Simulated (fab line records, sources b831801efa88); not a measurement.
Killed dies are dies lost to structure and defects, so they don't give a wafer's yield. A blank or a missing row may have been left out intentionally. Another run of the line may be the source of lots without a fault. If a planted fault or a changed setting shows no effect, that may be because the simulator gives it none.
Shared-tool check / flow gf180mcu / Lots sampled 12, wafers sampled 36

## WHAT PROMPTED THE OPENING
2 of 12 lots carry a flag on the reading NWELL_TW at GF_NWELL_TW_MEAS_11. No-fault wafers: 1571, standard deviation 26.
Rule: a lot gets a flag if all its wafers with a number sit over 4 standard deviations from that mean, or if no wafer of it has a number. The other lots count as sound.

lot=L834; measured=day 3 19:47; on=filmMetro-02; NWELL_TW, wafer by wafer=1597 1599 1594; flag=
lot=L835; measured=day 3 23:11; on=filmMetro-04; NWELL_TW, wafer by wafer=1558 1560 1559; flag=
lot=L839; measured=day 4 22:33; on=filmMetro-02; NWELL_TW, wafer by wafer=1600 1606 1602; flag=
lot=L840; measured=day 5 03:59; on=filmMetro-02; NWELL_TW, wafer by wafer=1612 1603 1608; flag=
lot=L842; measured=day 5 13:29; on=filmMetro-01; NWELL_TW, wafer by wafer=1537 1539 1540; flag=
lot=L846; measured=day 6 12:56; on=filmMetro-02; NWELL_TW, wafer by wafer=1595 1598 1598; flag=
lot=L848; measured=day 6 23:03; on=filmMetro-02; NWELL_TW, wafer by wafer=1596 1601 1591; flag=
lot=L850; measured=day 7 12:50; on=filmMetro-04; NWELL_TW, wafer by wafer=1772 1764 1765; flag=FLAGGED
lot=L851; measured=day 7 17:02; on=filmMetro-02; NWELL_TW, wafer by wafer=1593 1598 1599; flag=
lot=L852; measured=day 7 20:35; on=filmMetro-04; NWELL_TW, wafer by wafer=1765 1757 1764; flag=FLAGGED
lot=L853; measured=day 8 00:59; on=filmMetro-04; NWELL_TW, wafer by wafer=1560 1572 1556; flag=
lot=L855; measured=day 8 14:41; on=filmMetro-02; NWELL_TW, wafer by wafer=1600 1584 1593; flag=
On average the flagged lots' numbers are 1764, which is +194 against the usual, or +7 standard deviations.

## WHICH TOOL RAN EACH LOT
The record holds 1 process step before the reading, out of a route of 602 steps. In each cell: the tool, then ch and the chambers that the sampled wafers went through, then the start.
lot=L834; flag=; GF_NWELL_IMPLANT_08=implanter-02 ch 0, day 3 19:23
lot=L835; flag=; GF_NWELL_IMPLANT_08=implanter-02 ch 0, day 3 22:47
lot=L839; flag=; GF_NWELL_IMPLANT_08=implanter-02 ch 0, day 4 22:10
lot=L840; flag=; GF_NWELL_IMPLANT_08=implanter-02 ch 0, day 5 03:35
lot=L842; flag=; GF_NWELL_IMPLANT_08=implanter-01 ch 0, day 5 13:05
lot=L846; flag=; GF_NWELL_IMPLANT_08=implanter-01 ch 0, day 6 12:34
lot=L848; flag=; GF_NWELL_IMPLANT_08=implanter-01 ch 0, day 6 22:41
lot=L850; flag=FLAGGED; GF_NWELL_IMPLANT_08=implanter-02 ch 0, day 7 12:26
lot=L851; flag=; GF_NWELL_IMPLANT_08=implanter-03 ch 0, day 7 16:38
lot=L852; flag=FLAGGED; GF_NWELL_IMPLANT_08=implanter-02 ch 0, day 7 20:11
lot=L853; flag=; GF_NWELL_IMPLANT_08=implanter-01 ch 0, day 8 00:35
lot=L855; flag=; GF_NWELL_IMPLANT_08=implanter-01 ch 0, day 8 14:17
These steps, and what they do:
- GF_NWELL_IMPLANT_08
- GF_NWELL_TW_MEAS_11

## FLAGGED OVER TOTAL, TOOL BY TOOL (the gauges that took the reading come last)
step=GF_NWELL_IMPLANT_08; tool=implanter-01; lots run=5; flagged=0; share of the flagged lots=none; sound lots run after its first flagged lot=-
step=GF_NWELL_IMPLANT_08; tool=implanter-02; lots run=6; flagged=2; share of the flagged lots=all; sound lots run after its first flagged lot=0
step=GF_NWELL_IMPLANT_08; tool=implanter-03; lots run=1; flagged=0; share of the flagged lots=none; sound lots run after its first flagged lot=-
step=GF_NWELL_TW_MEAS_11; tool=filmMetro-01; lots run=1; flagged=0; share of the flagged lots=none; sound lots run after its first flagged lot=-
step=GF_NWELL_TW_MEAS_11; tool=filmMetro-02; lots run=7; flagged=0; share of the flagged lots=none; sound lots run after its first flagged lot=-
step=GF_NWELL_TW_MEAS_11; tool=filmMetro-04; lots run=4; flagged=2; share of the flagged lots=all; sound lots run after its first flagged lot=1 (L853)

## WHAT THE TABLE ALLOWS
Table rows that saw every flagged lot: 2, namely implanter-02 at GF_NWELL_IMPLANT_08 and filmMetro-04 at GF_NWELL_TW_MEAS_11.
- implanter-02 at GF_NWELL_IMPLANT_08 ran 6 lots, 2 of them flagged. It ran its last sound lot, L840, at day 5 03:35 and its first flagged lot, L850, at day 7 12:26: a fault with its onset between the two fits. Its own readings (doseIonsCm2, faradayCurrentUA) fall more than 4 standard deviations out on all wafers of the flagged lots.
- filmMetro-04 at GF_NWELL_TW_MEAS_11 ran 4 lots, 2 of them flagged. Lots that were sound ran on it after the first flagged one (L853); a persistent fault on the entire tool would not allow that.
implanter-02 at GF_NWELL_IMPLANT_08 is the single tool remaining.

## WHAT THE SIMULATOR HAD PUT IN
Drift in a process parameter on implanter-02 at GF_NWELL_IMPLANT_08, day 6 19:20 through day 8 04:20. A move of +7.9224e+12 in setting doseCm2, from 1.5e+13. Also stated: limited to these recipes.
Struck lots among those shown: L850, L852. The rule given above showed the same thing.
